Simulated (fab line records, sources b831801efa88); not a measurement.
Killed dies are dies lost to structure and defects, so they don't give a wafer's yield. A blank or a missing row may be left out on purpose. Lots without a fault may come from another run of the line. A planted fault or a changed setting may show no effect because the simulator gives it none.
fab line records | flow gf180mcu
record lots=5 wafers=15 last_day=33
route steps=602 shown V3@450 M4@456 V4@476
lots that met no fault: from a run of the same line without faults
start_h: hours from the record's first day to the start of the lot's first wafer shown | wait_h: hours since the lot's step before | " the same as in the row above | L1.1+2: a row that stands for several wafers | - no value, or no start given | * or withheld: withheld | < > ~ a bound
route shown NAME@n: a module of which the file shows steps, and the number in the route of the first | usual: mean/standard deviation of fault-free wafers | same: alike in all rows | chamber/n: place in a boat | sites: the reading at each site | _std_site: their standard deviation | _edge_site: outer sites' mean less inner sites' | radius_mm: how far each site lies from the wafer's centre | mask NAME#n: copy n | behind: the tool/chamber that last shaped the wafer | hold: why the lot was held/for how many hours/how that ended | device: the transistor (n, p or np) that didn't switch | end of line: the same wafers' tests at the end of the route | a step without rows: its recipe alone | killed: dies lost to structure and defects at the first sort, not the wafer's yield | map: a wafer's dies, x killed, . not, _ none there
set.NAME: the setting as run; set.NAME@STEP: as run at that earlier step | model.NAME: the simulator's own value behind a step, which no gauge read
lots at some steps of the route; a table a step, a row a wafer
services: from which hour (start_h, from the record's first day; less than 0 if before it) a tool's chamber was out of use, for how many hours, and why
## steps
# step GF_V3_SPUTTER_21
# recipe material=Ti target_thk_nm=15 chamber_pressure_pa=5 power_w=2500 substrate_temp_c=200 time_s=80.02
# usual throttle_valve_pct=30.4/1.1
# columns lot.wafer tool chamber start_h wait_h throttle_valve_pct
L085.2 pvd_sputter-03 - 612.29 0.0 32.1
L085.3 " - " " 29.4
L085.6 " - " " 31.1
L087.2 pvd_sputter-03 - 620.49 0.0 32.2
L087.4 " - " " 30.8
L087.6 " - " " 32.0
L088.1 pvd_sputter-03 - 630.48 0.0 31.9
L088.3 " - " " 32.3
L088.6 " - " " 31.0
L092.1 pvd_sputter-04 - 657.88 0.0 31.1
L092.2 " - " " 29.7
L092.3 " - " " 29.6
L094.1 pvd_sputter-01 - 671.33 0.0 30.8
L094.2 " - " " 28.6
L094.6 " - " " 28.7
# step GF_V3_SPUTTER_22
# recipe material=TiN target_thk_nm=10 chamber_pressure_pa=5 power_w=4000 time_s=40
# usual throttle_valve_pct=30.4/1.1
# columns lot.wafer tool chamber start_h wait_h throttle_valve_pct
L085.2 pvd_sputter-03 - 612.35 0.0 32.0
L085.3 " - " " 29.2
L085.6 " - " " 30.9
L087.2 pvd_sputter-03 - 620.55 0.0 32.3
L087.4 " - " " 31.1
L087.6 " - " " 32.1
L088.1 pvd_sputter-03 - 630.54 0.0 32.1
L088.3 " - " " 32.1
L088.6 " - " " 31.0
L092.1 pvd_sputter-04 - 657.94 0.0 31.1
L092.2 " - " " 29.8
L092.3 " - " " 29.5
L094.1 pvd_sputter-01 - 671.39 0.0 31.3
L094.2 " - " " 28.6
L094.6 " - " " 28.8
# step GF_V3_CVD_23
# recipe material=W target_thk_nm=350 time_s=104.9 temp_c=400 pressure_torr=40
# usual heater_power_w=923/62
# columns lot.wafer tool chamber start_h wait_h heater_power_w
L085.2 cvd_w-02 0 612.39 0.0 978
L085.3 " 0 " " 973
L085.6 " 0 " " 998
L087.2 cvd_w-02 0 620.61 0.0 1009
L087.4 " 1 " " 907
L087.6 " 0 " " 954
L088.1 cvd_w-01 1 630.58 0.0 827
L088.3 " 1 " " 830
L088.6 " 1 " " 815
L092.1 cvd_w-01 0 657.98 0.0 966
L092.2 " 0 " " 981
L092.3 " 0 " " 982
L094.1 cvd_w-02 1 671.43 0.0 911
L094.2 " 0 " " 996
L094.6 " 0 " " 994
# step GF_V3_RS_MEAS_24
# recipe thk_meas_gauge=four-point-probe reads=W_of_V3_CVD_23+TiN_of_V3_SPUTTER_22+Ti_of_V3_SPUTTER_21
# usual V3_W_RS=0.330/0.0037
# columns lot.wafer tool chamber start_h wait_h V3_W_RS[ohm/sq]
L085.2 film_metro-01 - 612.52 0.1 0.330
L085.3 " - " " 0.328
L085.6 " - " " 0.336
L087.2 film_metro-03 - 620.74 0.1 0.328
L087.4 " - " " 0.326
L087.6 " - " " 0.327
L088.1 film_metro-02 - 630.69 0.1 0.333
L088.3 " - " " 0.329
L088.6 " - " " 0.330
L092.1 film_metro-03 - 658.21 0.2 0.336
L092.2 " - " " 0.334
L092.3 " - " " 0.335
L094.1 film_metro-02 - 671.54 0.1 0.317
L094.2 " - " " 0.326
L094.6 " - " " 0.326
# step GF_V3_THK_MEAS_25
# recipe thk_meas_gauge=xrf reads=W_of_V3_CVD_23
# usual V3_W_THK=344/5.4
# columns lot.wafer tool chamber start_h wait_h V3_W_THK[nm]
L085.2 film_metro-01 - 612.63 0.1 341
L085.3 " - " " 344
L085.6 " - " " 335
L087.2 film_metro-03 - 620.85 0.1 348
L087.4 " - " " 351
L087.6 " - " " 348
L088.1 film_metro-02 - 630.81 0.1 347
L088.3 " - " " 350
L088.6 " - " " 351
L092.1 film_metro-03 - 658.33 0.1 336
L092.2 " - " " 336
L092.3 " - " " 337
L094.1 film_metro-02 - 671.66 0.1 359
L094.2 " - " " 350
L094.6 " - " " 351
# step GF_V3_CMP_26
# recipe stop_on=SiO2 down_force_psi=3.5 platen_rpm=60 t_overpolish_s=15 target_thk_nm=0 pad_velocity_m_s=0.94248
# usual motor_current_A=11.1/0.76 overpolish_run_s=15.000/0.0088 time_to_endpoint_s=86/3.2
# columns lot.wafer tool chamber start_h wait_h motor_current_A overpolish_run_s time_to_endpoint_s
L085.2 cmp-02 1 612.73 0.1 11.3 15.005 86
L085.3 " 2 " " 10.2 14.984 85
L085.6 " 0 " " 12.4 14.980 83
L087.2 cmp-02 2 621.16 0.3 10.0 15.011 84
L087.4 " 3 " " 10.9 15.013 88
L087.6 " 2 " " 10.1 15.005 88
L088.3 cmp-01 1 630.87 0.0 9.8 15.015 87
L088.1 " 2 " " 10.2 15.002 90
L088.6 " 1 " " 10.2 15.008 85
L092.2 cmp-02 0 658.39 0.0 12.0 15.003 88
L092.3 " 2 " " 10.9 15.005 85
L092.1 " 3 " " 10.6 15.000 83
L094.2 cmp-02 3 671.72 0.0 11.2 14.995 88
L094.1 " 1 " " 11.7 14.996 94
L094.6 " 0 " " 12.2 14.990 89
# step GF_M4_SPUTTER_00
# recipe material=Ti target_thk_nm=37.5 arriving_ion_energy_ev=80 substrate_temp_c=200 chamber_pressure_pa=2 power_w=4000 time_s=150
# usual throttle_valve_pct=30.4/1.1
# columns lot.wafer tool chamber start_h wait_h throttle_valve_pct
L085.2 pvd_sputter-02 - 612.98 0.2 29.1
L085.3 " - " " 31.7
L085.6 " - " " 31.8
L087.2 pvd_sputter-04 - 621.41 0.2 29.5
L087.4 " - " " 29.7
L087.6 " - " " 29.8
L088.1 pvd_sputter-04 - 631.17 0.2 30.9
L088.3 " - " " 29.4
L088.6 " - " " 29.6
L092.1 pvd_sputter-03 - 658.69 0.1 31.9
L092.2 " - " " 31.2
L092.3 " - " " 29.3
L094.1 pvd_sputter-02 - 672.02 0.1 31.9
L094.2 " - " " 29.1
L094.6 " - " " 28.8
# step GF_M4_SPUTTER_01
# recipe material=TiN target_thk_nm=30 power_w=6500 time_s=25 chamber_pressure_pa=0.4
# usual throttle_valve_pct=30.4/1.1
# columns lot.wafer tool chamber start_h wait_h throttle_valve_pct
L085.2 pvd_sputter-02 - 613.08 0.1 29.2
L085.3 " - " " 31.7
L085.6 " - " " 31.5
L087.2 pvd_sputter-04 - 621.51 0.1 29.7
L087.4 " - " " 29.7
L087.6 " - " " 29.9
L088.1 pvd_sputter-04 - 631.27 0.1 30.9
L088.3 " - " " 29.6
L088.6 " - " " 29.5
L092.1 pvd_sputter-03 - 658.79 0.1 32.0
L092.2 " - " " 31.1
L092.3 " - " " 29.6
L094.1 pvd_sputter-02 - 672.12 0.1 31.6
L094.2 " - " " 29.1
L094.6 " - " " 29.0
# step GF_M4_SPUTTER_02
# recipe material=AlCu target_thk_nm=450 power_w=10600 time_s=23.9 chamber_pressure_pa=0.4
# usual throttle_valve_pct=30.5/1.1
# columns lot.wafer tool chamber start_h wait_h throttle_valve_pct
L085.2 pvd_sputter-02 - 613.11 0.0 29.3
L085.3 " - " " 31.6
L085.6 " - " " 31.8
L087.2 pvd_sputter-04 - 621.55 0.0 29.9
L087.4 " - " " 29.7
L087.6 " - " " 29.7
L088.1 pvd_sputter-04 - 631.30 0.0 31.1
L088.3 " - " " 29.7
L088.6 " - " " 29.8
L092.1 pvd_sputter-03 - 658.82 0.0 32.1
L092.2 " - " " 31.4
L092.3 " - " " 29.7
L094.1 pvd_sputter-02 - 672.15 0.0 31.6
L094.2 " - " " 29.1
L094.6 " - " " 29.1
# step GF_M4_SPUTTER_03
# recipe material=Ti target_thk_nm=10 substrate_temp_c=300 chamber_pressure_pa=0.3 power_w=3000 time_s=6.7
# usual throttle_valve_pct=30.4/1.1
# columns lot.wafer tool chamber start_h wait_h throttle_valve_pct
L085.2 pvd_sputter-02 - 613.14 0.0 29.1
L085.3 " - " " 31.7
L085.6 " - " " 31.8
L087.2 pvd_sputter-04 - 621.58 0.0 29.6
L087.4 " - " " 29.9
L087.6 " - " " 29.8
L088.1 pvd_sputter-04 - 631.33 0.0 31.0
L088.3 " - " " 29.8
L088.6 " - " " 30.0
L092.1 pvd_sputter-03 - 658.85 0.0 31.9
L092.2 " - " " 31.2
L092.3 " - " " 29.6
L094.1 pvd_sputter-02 - 672.18 0.0 31.7
L094.2 " - " " 29.3
L094.6 " - " " 29.2
# step GF_M4_SPUTTER_04
# recipe material=TiN target_thk_nm=50 power_w=6500 time_s=41.7 chamber_pressure_pa=0.4
# usual throttle_valve_pct=30.4/1.2
# columns lot.wafer tool chamber start_h wait_h throttle_valve_pct
L085.2 pvd_sputter-02 - 613.16 0.0 29.1
L085.3 " - " " 31.7
L085.6 " - " " 31.4
L087.2 pvd_sputter-04 - 621.60 0.0 29.7
L087.4 " - " " 29.7
L087.6 " - " " 29.8
L088.1 pvd_sputter-04 - 631.35 0.0 30.9
L088.3 " - " " 29.5
L088.6 " - " " 29.9
L092.1 pvd_sputter-03 - 658.87 0.0 32.2
L092.2 " - " " 31.1
L092.3 " - " " 29.7
L094.1 pvd_sputter-02 - 672.20 0.0 31.9
L094.2 " - " " 28.9
L094.6 " - " " 29.2
# step GF_M4_RS_MEAS_05
# recipe thk_meas_gauge=four-point-probe reads=TiN_of_M4_SPUTTER_04+Ti_of_M4_SPUTTER_03+AlCu_of_M4_SPUTTER_02+TiN_of_M4_SPUTTER_01+Ti_of_M4_SPUTTER_00
# usual M4_ALCU_RS=0.0696/0.00091
# columns lot.wafer tool chamber start_h wait_h M4_ALCU_RS[ohm/sq]
L085.2 film_metro-02 - 613.22 0.0 0.0714
L085.3 " - " " 0.0697
L085.6 " - " " 0.0697
L087.2 film_metro-04 - 621.66 0.0 0.0705
L087.4 " - " " 0.0688
L087.6 " - " " 0.0688
L088.1 film_metro-01 - 631.39 0.0 0.0699
L088.3 " - " " 0.0709
L088.6 " - " " 0.0699
L092.1 film_metro-01 - 658.91 0.0 0.0699
L092.2 " - " " 0.0697
L092.3 " - " " 0.0701
L094.1 film_metro-04 - 672.24 0.0 0.0692
L094.2 " - " " 0.0697
L094.6 " - " " 0.0702
# step GF_M4_THK_MEAS_06
# recipe thk_meas_gauge=xrf reads=AlCu_of_M4_SPUTTER_02
# usual M4_ALCU_THK=453/6.2
# columns lot.wafer tool chamber start_h wait_h M4_ALCU_THK[nm]
L085.2 film_metro-02 - 613.33 0.1 441
L085.3 " - " " 454
L085.6 " - " " 453
L087.2 film_metro-04 - 621.77 0.1 450
L087.4 " - " " 457
L087.6 " - " " 460
L088.1 film_metro-01 - 631.51 0.1 451
L088.3 " - " " 443
L088.6 " - " " 451
L092.1 film_metro-01 - 659.03 0.1 448
L092.2 " - " " 451
L092.3 " - " " 449
L094.1 film_metro-04 - 672.36 0.1 456
L094.2 " - " " 450
L094.6 " - " " 447
# step GF_M4_DEHYDRATE_07
# recipe temp_c=200 time_s=60
# columns lot.wafer tool chamber start_h wait_h
L085.2+3+6 litho_track-02 0 622.94 9.6
L087.2+4+6 litho_track-02 0 631.69 9.9
L088.1+3+6 litho_track-03 0 640.66 9.1
L092.1+2+3 litho_track-03 0 668.21 9.2
L094.1+2+6 litho_track-02 0 681.16 8.8
# step GF_M4_HMDS_08
# recipe prime_time_s=60 prime_temp_c=120
# columns lot.wafer tool chamber start_h wait_h
L085.2+3+6 litho_track-02 0 623.09 0.1
L087.2+4+6 litho_track-02 0 631.84 0.1
L088.1+3+6 litho_track-03 0 640.81 0.1
L092.1+2+3 litho_track-03 0 668.36 0.1
L094.1+2+6 litho_track-02 0 681.31 0.1
# step GF_M4_COAT_09
# recipe resist=KrF spin_rpm=withheld resist_thk_nm=1000
# columns lot.wafer tool chamber start_h wait_h
L085.2+3+6 litho_track-02 0 623.24 0.1
L087.2+4+6 litho_track-02 0 631.99 0.1
L088.1+3+6 litho_track-03 0 640.96 0.1
L092.1+2+3 litho_track-03 0 668.51 0.1
L094.1+2+6 litho_track-02 0 681.46 0.1
# step GF_M4_SOFTBAKE_10
# recipe temp_c=130 time_s=60 resist=KrF
# columns lot.wafer tool chamber start_h wait_h
L085.2+3+6 litho_track-02 0 623.39 0.1
L087.2+4+6 litho_track-02 0 632.14 0.1
L088.1+3+6 litho_track-03 0 641.11 0.1
L092.1+2+3 litho_track-03 0 668.66 0.1
L094.1+2+6 litho_track-02 0 681.61 0.1
# step GF_M4_EXPOSE_11
# recipe mask_id=Metal4 target_cd_nm=280 na=0.68 source_shape=conventional sigma_outer=0.6 dose_mj=28
# columns lot.wafer tool chamber start_h wait_h mask
L085.2+3+6 krf_scanner-02 0 - - Metal4#0
L087.2+4+6 krf_scanner-02 0 - - Metal4#0
L088.1+3+6 krf_scanner-01 0 - - Metal4#0
L092.1+2+3 krf_scanner-02 0 - - Metal4#0
L094.1+2+6 krf_scanner-02 0 - - Metal4#0
# step GF_M4_PEB_12
# recipe peb_temp_c=135 peb_time_s=90 resist=KrF
# columns lot.wafer tool chamber start_h wait_h
L085.2+3+6 litho_track-03 0 - -
L087.2+4+6 litho_track-03 0 - -
L088.1+3+6 litho_track-03 0 - -
L092.1+2+3 litho_track-02 0 - -
L094.1+2+6 litho_track-02 0 - -
# step GF_M4_DEVELOP_13
# recipe develop_time_s=60 dev_temp_c=21
# same develop_time_s=60
# columns lot.wafer tool chamber start_h wait_h
L085.2+3+6 litho_track-03 0 633.39 0.2
L087.2+4+6 litho_track-03 0 641.49 0.2
L088.1+3+6 litho_track-03 0 650.66 0.2
L092.1+2+3 litho_track-02 0 677.11 0.2
L094.1+2+6 litho_track-02 0 690.61 0.2
# step GF_M4_CD_MEAS_14
# recipe target_cd_nm=280
# usual cd_nm=280.3/1.1
# columns lot.wafer tool chamber start_h wait_h cd_nm
L085.2 cd_sem-01 - 633.53 0.1 282.9
L085.3 " - " " 281.9
L085.6 " - " " 281.0
L087.2 cd_sem-02 - 641.63 0.1 280.4
L087.4 " - " " 279.0
L087.6 " - " " 280.2
L088.1 cd_sem-01 - 651.07 0.4 279.7
L088.3 " - " " 280.5
L088.6 " - " " 279.4
L092.1 cd_sem-02 - 677.38 0.2 280.4
L092.2 " - " " 280.0
L092.3 " - " " 280.5
L094.1 cd_sem-01 - 690.76 0.1 281.8
L094.2 " - " " 281.5
L094.6 " - " " 281.1
# step GF_M4_OVL_MEAS_15
# usual M4_OVL=0/5.3
# columns lot.wafer tool chamber start_h wait_h M4_OVL[nm]
L085.2 overlay-02 - 633.64 0.1 11
L085.3 " - " " -3
L085.6 " - " " 3
L087.2 overlay-02 - 641.74 0.1 -1
L087.4 " - " " -5
L087.6 " - " " 2
L088.1 overlay-02 - 651.19 0.1 1
L088.3 " - " " -9
L088.6 " - " " -10
L092.1 overlay-01 - 677.50 0.1 0
L092.2 " - " " 2
L092.3 " - " " -3
L094.1 overlay-01 - 690.88 0.1 -3
L094.2 " - " " 0
L094.6 " - " " 0
# step GF_M4_METAL_ETCH_16
# recipe chemistry=Cl2/BCl3 mask_material=KrF target_depth_nm=750.8 stop_on=SiO2 pressure_mtorr=8 icp_w=800 bias_w=140 Cl2_flow_sccm=80 bcl3_flow_sccm=40 time_s=125.1
# usual drypump_motor_current_A=5.6/0.35 oes_product_au=0.991/0.0061 throttle_valve_pct=28.229/0.01
# columns lot.wafer tool chamber start_h wait_h drypump_motor_current_A oes_product_au rf_hours_counter_h throttle_valve_pct
L085.2 rie_metal-03 1 633.67 0.0 6.0 0.988 13 28.244
L085.3 " 0 " " 5.3 0.985 - 28.245
L085.6 " 1 " " 6.0 0.979 - 28.242
L087.2 rie_metal-04 1 641.81 0.1 6.1 0.997 - 28.230
L087.4 " 1 " " 6.1 0.996 - 28.223
L087.6 " 1 " " 6.1 0.998 - 28.233
L088.1 rie_metal-03 1 651.23 0.0 6.0 0.995 13 28.236
L088.3 " 0 " " 5.3 0.983 - 28.223
L088.6 " 1 " " 6.0 0.990 - 28.214
L092.1 rie_metal-03 0 677.54 0.0 5.3 0.983 3 28.240
L092.2 " 0 " " 5.3 0.975 - 28.241
L092.3 " 0 " " 5.3 0.986 - 28.259
L094.1 rie_metal-02 1 690.92 0.0 5.6 0.990 5 28.222
L094.2 " 1 " " 5.6 0.997 - 28.221
L094.6 " 1 " " 5.6 0.995 - 28.203
# step GF_M4_STRIP_17
# recipe chemistry=O2/N2 power_w=1400 pressure_mtorr=1500 platen_temp_c=250 o2_flow_sccm=3000 n2_flow_sccm=300 overash_fraction=0.5
# usual drypump_motor_current_A=6.0/0.48 heater_power_w=355/34 o2_flow_sccm=3000/8.7 oes_product_au=0.537/0.0054 strip_time_to_endpoint_s=7.38/0.062
# columns lot.wafer tool chamber start_h wait_h drypump_motor_current_A heater_power_w o2_flow_sccm oes_product_au rf_hours_counter_h strip_time_to_endpoint_s
L085.2 plasma_asher-03 0 633.80 0.1 6.3 350 2995 0.543 85 7.45
L085.3 " 0 " " 6.3 350 3007 0.540 - 7.46
L085.6 " 1 " " 6.7 373 3010 0.545 - 7.46
L087.2 plasma_asher-02 1 642.03 0.2 5.6 404 2988 0.537 22 7.31
L087.4 " 0 " " 5.6 312 3000 0.540 - 7.29
L087.6 " 1 " " 5.5 406 2994 0.531 - 7.30
L088.1 plasma_asher-02 0 651.36 0.1 5.6 313 2993 0.541 23 7.42
L088.3 " 1 " " 5.6 399 3002 0.541 - 7.42
L088.6 " 0 " " 5.7 307 3004 0.537 - 7.41
L092.1 plasma_asher-03 0 677.80 0.2 6.3 353 3005 0.546 89 7.46
L092.2 " 1 " " 6.7 370 3004 0.535 89 7.42
L092.3 " 0 " " 6.3 347 3018 0.539 - 7.47
L094.1 plasma_asher-03 1 691.18 0.2 6.7 371 2990 0.534 91 7.31
L094.2 " 0 " " 6.3 347 2997 0.538 91 7.31
L094.6 " 1 " " 6.7 379 3000 0.542 - 7.35
# step GF_M4_STRIP_18
# recipe chemistry=post_etch_residue_remover time_s=1200 temp_c=72.5
# usual bath_heat_duty_pct=14.4/1.5
# columns lot.wafer tool chamber start_h wait_h bath_heat_duty_pct
L085.2 wet_bench-02 0 633.90 0.1 13.3
L085.3 " 0 " " 14.9
L085.6 " 0 " " 14.8
L087.2 wet_bench-04 1 642.13 0.1 16.0
L087.4 " 1 " " 14.4
L087.6 " 1 " " 16.2
L088.1 wet_bench-03 2 651.46 0.1 14.0
L088.3 " 2 " " 12.1
L088.6 " 2 " " 14.0
L092.1 wet_bench-04 0 677.90 0.1 13.3
L092.2 " 0 " " 14.4
L092.3 " 0 " " 12.0
L094.1 wet_bench-02 1 691.28 0.1 15.5
L094.2 " 1 " " 15.9
L094.6 " 1 " " 16.0
# step GF_M4_CLEAN_19
# recipe chemistry=DIW dry=n2_spin
# columns lot.wafer tool chamber start_h wait_h
L085.2+3+6 wet_bench-03 2 634.24 0.0
L087.2+4+6 wet_bench-03 0 642.47 0.0
L088.1+3+6 wet_bench-02 0 651.80 0.0
L092.1+2+3 wet_bench-02 3 678.27 0.0
L094.1+2+6 wet_bench-03 2 691.62 0.0
# step GF_V4_CVD_00
# recipe material=SiO2 target_thk_nm=600 sigma_open_frac=0.3 temp_c=400 time_s=100 sih4_flow_sccm=60 pressure_mtorr=6
# columns lot.wafer tool chamber start_h wait_h
L085.2+3+6 hdpcvd-02 2,0,2 634.34 0.0
L087.2+4+6 hdpcvd-01 0,1,0 642.57 0.0
L088.1+3+6 hdpcvd-02 1,0,0 651.89 0.0
L092.1+2+3 hdpcvd-01 0,2,1 678.36 0.0
L094.1+2+6 hdpcvd-02 0,2,1 691.71 0.0
# step GF_V4_THK_MEAS_01
# recipe reads=SiO2_of_V4_CVD_00
# usual V4_CVD_00_THK=596/8.2
# columns lot.wafer tool chamber start_h wait_h V4_CVD_00_THK[nm]
L085.2 film_metro-02 - 634.43 0.0 608
L085.3 " - " " 605
L085.6 " - " " 599
L087.2 film_metro-04 - 642.65 0.0 592
L087.4 " - " " 601
L087.6 " - " " 591
L088.1 film_metro-02 - 651.97 0.0 572
L088.3 " - " " 593
L088.6 " - " " 590
L092.1 film_metro-03 - 678.43 0.0 582
L092.2 " - " " 594
L092.3 " - " " 595
L094.1 film_metro-02 - 691.78 0.0 598
L094.2 " - " " 608
L094.6 " - " " 589
# step GF_V4_CVD_02
# recipe material=SiO2 target_thk_nm=850 precursor=TEOS temp_c=400 time_s=94.851 rf_w=600
# usual heater_power_w=649/91
# columns lot.wafer tool chamber start_h wait_h heater_power_w
L085.2 pecvd-01 2 634.48 0.0 751
L085.3 " 1 " " 626
L085.6 " 0 " " 495
L087.2 pecvd-01 0 642.70 0.0 600
L087.4 " 2 " " 737
L087.6 " 1 " " 573
L088.1 pecvd-02 1 652.03 0.1 816
L088.3 " 2 " " 677
L088.6 " 1 " " 847
L092.1 pecvd-02 2 678.49 0.1 677
L092.2 " 1 " " 860
L092.3 " 0 " " 572
L094.1 pecvd-04 2 691.84 0.1 643
L094.2 " 1 " " 578
L094.6 " 1 " " 618
# step GF_V4_THK_MEAS_03
# recipe reads=SiO2_of_V4_CVD_02
# usual V4_CVD_02_THK=847/11
# columns lot.wafer tool chamber start_h wait_h V4_CVD_02_THK[nm]
L085.2 film_metro-04 - 634.55 0.0 856
L085.3 " - " " 841
L085.6 " - " " 858
L087.2 film_metro-02 - 642.78 0.0 840
L087.4 " - " " 844
L087.6 " - " " 837
L088.1 film_metro-04 - 652.09 0.0 833
L088.3 " - " " 832
L088.6 " - " " 852
L092.1 film_metro-02 - 678.56 0.0 828
L092.2 " - " " 845
L092.3 " - " " 845
L094.1 film_metro-03 - 691.91 0.0 845
L094.2 " - " " 840
L094.6 " - " " 856
# step GF_V4_CMP_04
# recipe material=SiO2 down_force_psi=4 platen_rpm=60 pad_velocity_m_s=0.94248
# usual motor_current_A=12.2/0.88 time_to_endpoint_s=82/5.5
# columns lot.wafer tool chamber start_h wait_h motor_current_A time_to_endpoint_s
L085.2 cmp-02 0 634.62 0.1 13.7 83
L085.3 " 2 " " 10.7 77
L085.6 " 0 " " 13.4 85
L087.2 cmp-01 2 642.88 0.1 12.1 82
L087.4 " 0 " " 12.5 80
L087.6 " 1 " " 11.0 77
L088.1 cmp-02 2 652.20 0.1 10.4 80
L088.3 " 0 " " 13.4 81
L088.6 " 2 " " 11.4 88
L092.3 cmp-01 0 678.62 0.0 12.0 77
L092.2 " 1 " " 11.2 76
L092.1 " 3 " " 12.6 67
L094.2 cmp-02 2 692.07 0.1 11.5 82
L094.1 " 3 " " 12.0 83
L094.6 " 0 " " 13.7 89
# step GF_V4_BOW_MEAS_05
# recipe mode=bow
# usual V4_BOW=135/10
# columns lot.wafer tool chamber start_h wait_h V4_BOW[um]
L085.2 film_metro-04 - 634.94 0.3 112
L085.3 " - " " 114
L085.6 " - " " 130
L087.2 film_metro-04 - 643.15 0.2 142
L087.4 " - " " 160
L087.6 " - " " 134
L088.1 film_metro-04 - 652.45 0.2 139
L088.3 " - " " 156
L088.6 " - " " 146
L092.1 film_metro-03 - 678.92 0.1 130
L092.2 " - " " 129
L092.3 " - " " 143
L094.1 film_metro-03 - 692.27 0.1 151
L094.2 " - " " 143
L094.6 " - " " 142
# step GF_V4_DEHYDRATE_06
# recipe temp_c=200 time_s=60
# columns lot.wafer tool chamber start_h wait_h
L085.2+3+6 litho_track-04 0 644.10 9.1
L087.2+4+6 litho_track-01 0 652.65 9.5
L088.1+3+6 litho_track-01 0 661.18 8.7
L092.1+2+3 litho_track-01 0 687.88 8.9
L094.1+2+6 litho_track-01 0 701.23 8.9
# step GF_V4_HMDS_07
# recipe prime_time_s=60 prime_temp_c=120
# columns lot.wafer tool chamber start_h wait_h
L085.2+3+6 litho_track-04 0 644.25 0.1
L087.2+4+6 litho_track-01 0 652.80 0.1
L088.1+3+6 litho_track-01 0 661.33 0.1
L092.1+2+3 litho_track-01 0 688.03 0.1
L094.1+2+6 litho_track-01 0 701.38 0.1
# step GF_V4_COAT_08
# recipe resist=BARC temp_c=withheld time_s=withheld spin_rpm=withheld resist_thk_nm=withheld
# columns lot.wafer tool chamber start_h wait_h
L085.2+3+6 litho_track-04 0 644.40 0.1
L087.2+4+6 litho_track-01 0 652.95 0.1
L088.1+3+6 litho_track-01 0 661.48 0.1
L092.1+2+3 litho_track-01 0 688.18 0.1
L094.1+2+6 litho_track-01 0 701.53 0.1
# step GF_V4_COAT_09
# recipe resist=KrF spin_rpm=withheld resist_thk_nm=1000
# columns lot.wafer tool chamber start_h wait_h
L085.2+3+6 litho_track-04 0 - -
L087.2+4+6 litho_track-01 0 - -
L088.1+3+6 litho_track-01 0 - -
L092.1+2+3 litho_track-01 0 - -
L094.1+2+6 litho_track-01 0 - -
# step GF_V4_SOFTBAKE_10
# recipe temp_c=130 time_s=60 resist=KrF
# columns lot.wafer tool chamber start_h wait_h
L085.2+3+6 litho_track-04 0 - -
L087.2+4+6 litho_track-01 0 - -
L088.1+3+6 litho_track-01 0 - -
L092.1+2+3 litho_track-01 0 - -
L094.1+2+6 litho_track-01 0 - -
# step GF_V4_EXPOSE_11
# recipe mask_id=Via4 target_cd_nm=260 na=0.68 source_shape=conventional sigma_outer=0.6 dose_mj=38
# columns lot.wafer tool chamber start_h wait_h mask
L085.2+3+6 krf_scanner-01 0 - - Via4#0
L087.2+4+6 krf_scanner-01 0 - - Via4#0
L088.1+3+6 krf_scanner-01 0 - - Via4#0
L092.1+2+3 krf_scanner-02 0 - - Via4#0
L094.1+2+6 krf_scanner-02 0 - - Via4#0
# step GF_V4_PEB_12
# recipe peb_temp_c=135 peb_time_s=90 resist=KrF
# columns lot.wafer tool chamber start_h wait_h
L085.2+3+6 litho_track-03 0 - -
L087.2+4+6 litho_track-01 0 - -
L088.1+3+6 litho_track-01 0 - -
L092.1+2+3 litho_track-04 0 - -
L094.1+2+6 litho_track-03 0 - -
# step GF_V4_DEVELOP_13
# recipe develop_time_s=60 resist=KrF dev_temp_c=21
# same develop_time_s=60
# columns lot.wafer tool chamber start_h wait_h
L085.2+3+6 litho_track-03 0 654.64 0.2
L087.2+4+6 litho_track-01 0 662.15 0.2
L088.1+3+6 litho_track-01 0 671.73 0.2
L092.1+2+3 litho_track-04 0 697.87 0.2
L094.1+2+6 litho_track-03 0 710.86 0.2
# step GF_V4_CD_MEAS_14
# recipe target_cd_nm=260
# usual cd_nm=260.1/1.3
# columns lot.wafer tool chamber start_h wait_h cd_nm
L085.2 cd_sem-01 - 654.78 0.1 258.4
L085.3 " - " " 258.6
L085.6 " - " " 260.0
L087.2 cd_sem-01 - 662.30 0.1 262.0
L087.4 " - " " 262.3
L087.6 " - " " 262.4
L088.1 cd_sem-02 - 671.88 0.1 262.0
L088.3 " - " " 260.9
L088.6 " - " " 261.6
L092.1 cd_sem-01 - 698.02 0.1 258.6
L092.2 " - " " 259.2
L092.3 " - " " 257.7
L094.1 cd_sem-02 - 711.01 0.1 262.5
L094.2 " - " " 261.9
L094.6 " - " " 261.4
# step GF_V4_OVL_MEAS_15
# usual V4_OVL=-3/5.8
# columns lot.wafer tool chamber start_h wait_h V4_OVL[nm]
L085.2 overlay-02 - 654.89 0.1 -2
L085.3 " - " " -4
L085.6 " - " " -6
L087.2 overlay-02 - 662.40 0.1 -12
L087.4 " - " " -6
L087.6 " - " " -9
L088.1 overlay-02 - 672.00 0.1 -5
L088.3 " - " " -3
L088.6 " - " " -8
L092.1 overlay-02 - 698.14 0.1 -1
L092.2 " - " " 3
L092.3 " - " " -5
L094.1 overlay-01 - 711.13 0.1 -3
L094.2 " - " " 4
L094.6 " - " " -3
## services
# columns tool chamber start_h hours kind
pecvd-02 - 591.12 14.0 pm
pecvd-02 - 595.75 1.4 repair
cmp-02 - 597.69 1.0 repair
krf_scanner-01 - 603.04 1.0 pm
pvd_sputter-02 - 614.18 1.8 repair
hdpcvd-01 0 616.41 6.1 repair
cvd_w-01 - 620.46 2.8 pm
cvd_w-01 - 626.35 0.5 repair
pvd_sputter-04 - 649.63 2.0 repair
cvd_w-01 1 652.58 6.6 repair
cmp-02 - 653.63 4.4 repair
cmp-02 - 655.81 2.4 repair
cvd_w-02 - 656.63 1.6 repair
wet_bench-02 - 658.44 1.4 repair
cmp-01 - 663.43 9.1 pm
krf_scanner-01 - 682.17 0.5 repair
krf_scanner-01 - 682.68 0.8 pm
krf_scanner-02 - 686.49 1.0 pm
hdpcvd-02 - 687.76 3.0 repair
plasma_asher-03 - 688.28 2.8 pm
krf_scanner-02 - 691.97 1.3 pm
pvd_sputter-03 - 700.43 6.0 repair
krf_scanner-01 - 704.06 72.0 pm
cvd_w-02 0 709.56 8.1 repair
## key
fault none
